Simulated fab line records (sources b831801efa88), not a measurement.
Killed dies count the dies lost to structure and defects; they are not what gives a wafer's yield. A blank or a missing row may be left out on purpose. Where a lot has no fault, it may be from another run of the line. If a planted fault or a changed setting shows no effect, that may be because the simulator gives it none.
One fault seen from 2 desks :: flow sky130 :: what lay behind the numbers comes last; until then each desk has only its own

## THE METROLOGY DESK
Lot by lot, what the gauges showed, no matter which tool ran the lot: averages of those sampled wafers that carry a number. Any lot whose mean is over 4 standard deviations away from the usual mean is out of limits and marked OUT; that distance is given in the brackets.
Columns: A = METAL1_OVL at SKY_METAL1_OVL_MEAS_16, usual -5 nm; B = CAPM_OVL at SKY_CAPM_OVL_MEAS_12, usual 0.2 nm; C = cd_nm at SKY_METAL3_CD_MEAS_13, usual 299.6 nm
lot: L916
first seen here: day 32 10:18
A: -8
B: -0.5
C: 300.8

lot: L917
first seen here: day 32 20:33
A: -0
B: -0.9
C: 298.9

lot: L918
first seen here: day 34 03:52
A: -1
B: 0.6
C: 297.0

lot: L919
first seen here: day 34 06:40
A: -7
B: -0.5
C: 301.3

lot: L921
first seen here: day 34 08:01
A: -12
B: -0.1
C: 299.4

lot: L922
first seen here: day 34 15:46
A: 1
B: -0.1
C: 300.3

lot: L923
first seen here: day 35 11:40
A: -5
B: 2.2
C: 299.4

lot: L932
first seen here: day 37 22:46
A: -6
B: 0.9
C: 298.6

lot: L933
first seen here: day 38 07:19
A: -13
B: -0.4
C: 299.2

lot: L935
first seen here: day 39 02:32
A: -12
B: 0.2
C: 300.3

lot: L937
first seen here: day 39 11:22
A: -7
B: 0.2
C: 297.4

lot: L939
first seen here: day 40 21:33
A: -3
B: 0.0
C: 300.4

lot: L938
first seen here: day 40 23:54
A: -6
B: -0.5
C: 300.4
Result from this desk: across the 13 lots, nothing is out of limits.

## AT THE TOOL OWNER'S DESK: pvd_sputter-02
The tool's own readings at SKY_METAL3_SPUTTER_01 (material TiN, target thk 20 nm, time 16.7 s): means of the sampled wafers that have a number, for each lot that ran on this tool. Any lot whose mean is over 4 standard deviations away from the usual mean is out of limits and marked OUT; that distance is given in the brackets.
Columns: A = chamber_pressure_pa at SKY_METAL3_SPUTTER_01, usual 0.4001 Pa; B = throttle_valve_pct at SKY_METAL3_SPUTTER_01, usual 29.8 %
lot: L916
first seen here: day 35 23:19
A: 0.4000
B: 29.1

lot: L918
first seen here: day 37 16:26
A: 0.4000
B: 29.4

lot: L919
first seen here: day 37 19:53
A: 0.3995
B: 29.6

lot: L921
first seen here: day 37 21:02
A: 0.3995
B: 28.8

lot: L922
first seen here: day 38 04:49
A: 0.3997
B: 28.7

lot: L932
first seen here: day 41 07:28
A: 0.4891 (+99 or more) OUT
B: 27.5

lot: L933
first seen here: day 41 15:34
A: 0.4875 (+99 or more) OUT
B: 27.4

lot: L938
first seen here: day 44 04:17
A: 0.3996
B: 29.2
This desk's finding: out of limits on L932, L933; first on L932, day 41 07:28 (chamber_pressure_pa at SKY_METAL3_SPUTTER_01). In limits: L916, L918, L919, L921, L922, L938.

## TAKEN TOGETHER
At day 41 07:28, on L932, L933, the tool owner's desk was in a position to raise an alarm.
The metrology desk saw nothing out of limits.
The metrology desk has L932, L933 on record, within its limits.
SKY_METAL3_SPUTTER_01 was run on pvd_sputter-02 by each of the lots named.

## WHAT THE SIMULATOR PUT IN
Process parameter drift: pvd_sputter-02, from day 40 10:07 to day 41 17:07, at SKY_METAL3_SPUTTER_01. The setting chamber_pressure_pa was moved by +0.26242, starting from 0.4. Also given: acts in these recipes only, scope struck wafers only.
Struck lots among those shown: L932, L933.
Hours from the fault's start to each desk's first reading out of limits: the tool owner's desk, 21.
